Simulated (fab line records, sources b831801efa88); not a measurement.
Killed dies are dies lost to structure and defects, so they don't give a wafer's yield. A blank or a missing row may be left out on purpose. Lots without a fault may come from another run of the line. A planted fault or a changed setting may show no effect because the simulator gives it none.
Problem report in the 8D (eight disciplines) form, filled by code | flow gf180mcu | the parts of the form that need people (team, actions taken, sign-off) are left out

1. THE PROBLEM
V1_W_RS at GF_V1_RS_MEAS_24 reads a mean of 0.575 ohm/sq on 3 wafers of 2 lots; wafers without a fault read 0.329 ohm/sq with a standard deviation of 0.0036. That is +68 standard deviations from the usual mean.
The step: measures by four-point-probe.
First seen on wafer L457.2, day 20 14:16, on film_metro-03. The record holds 33 wafers of 11 lots with a number at this step. Rule for "out", or "out of limits": more than 4 standard deviations from the usual mean. The other wafers with a number count as sound.

2. WHAT IT IS AND WHAT IT IS NOT
question                    | is                           | is not
which readings at this step | V1_W_RS                      | -
which lots                  | L457, L458                   | L453, L466, L467, L468, L471, L472, L473, L474, L475
which wafers of those lots  | L457.2, L457.4, L458.4       | L457.5, L458.1, L458.3
read on which gauges        | film_metro-02, film_metro-03 | film_metro-04
when                        | from day 20 14:16            | up to then (4 sound wafers); but 26 sound wafers of L458, L466, L467, L468, L471, L472, L473, L474, L475 came after

3. SUSPECTS, AND WHAT RULES EACH OUT
Counting: a tool at a process step up to the reading stays a suspect if it ran every lot that is out. Sound lots after the first of them don't rule it out here, since some wafers of a struck lot are sound.
- the gauge at GF_V1_RS_MEAS_24: ruled out. The wafers that are out were read on 2 gauges (film_metro-02, film_metro-03).
- plasma_asher-04 at GF_V1_STRIP_18 (strips in O2/N2): kept. It ran every lot that is out, first L457 (day 20 13:29).
- cvd_w-01 at GF_V1_CVD_23 (deposits W, target thk 350 nm, time 105.05 s): kept. It ran every lot that is out, first L457 (day 20 14:08).
Left after counting: plasma_asher-04 at GF_V1_STRIP_18, cvd_w-01 at GF_V1_CVD_23.

4. THE CAUSE (what the simulator had put in)
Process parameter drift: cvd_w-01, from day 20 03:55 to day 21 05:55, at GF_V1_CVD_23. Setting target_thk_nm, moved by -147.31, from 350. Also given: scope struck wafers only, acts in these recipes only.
Counting left 2 suspects, and this tool is among them.

5. THE CHAIN OF EFFECTS, in route order
Each row: a reading whose mean over the struck wafers that have a number lies more than 3 standard deviations from the usual. Only readings for which the record gives a usual standard deviation are gone through. hours: the time from each lot's start at the first step in this table that gives one to its start at this step, as a median over the lots. sigmas: the change in usual standard deviations.
hours | step              | reading            | usual        | on struck wafers | change | sigmas
0     | GF_V1_RS_MEAS_24  | V1_W_RS            | 0.329 ohm/sq | 0.575            | +0.246 | +68
0     | GF_V1_THK_MEAS_25 | V1_W_THK           | 342 nm       | 198              | -144   | -31
0     | GF_V1_CMP_26      | time_to_endpoint_s | 86 s         | 49               | -37    | -12
The process steps in it:
- GF_V1_CMP_26: polishes, stops on SiO2, t overpolish 15 s, target thk 0 nm.

6. WHAT WOULD HAVE CAUGHT IT SOONER
In this record the first reading out of limits at a measuring or inspecting step was taken at day 20 14:16, 10 hours after the fault began at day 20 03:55.
Of the tool readings at GF_V1_CVD_23 for which the record gives a usual standard deviation, none was out on any struck wafer, so an alarm limit of 4 standard deviations on them would not have fired.
Of the lots that are out (2), L458 began GF_V1_CVD_23 on cvd_w-01 after day 20 14:16. A hold on the tool at that time would have spared it.
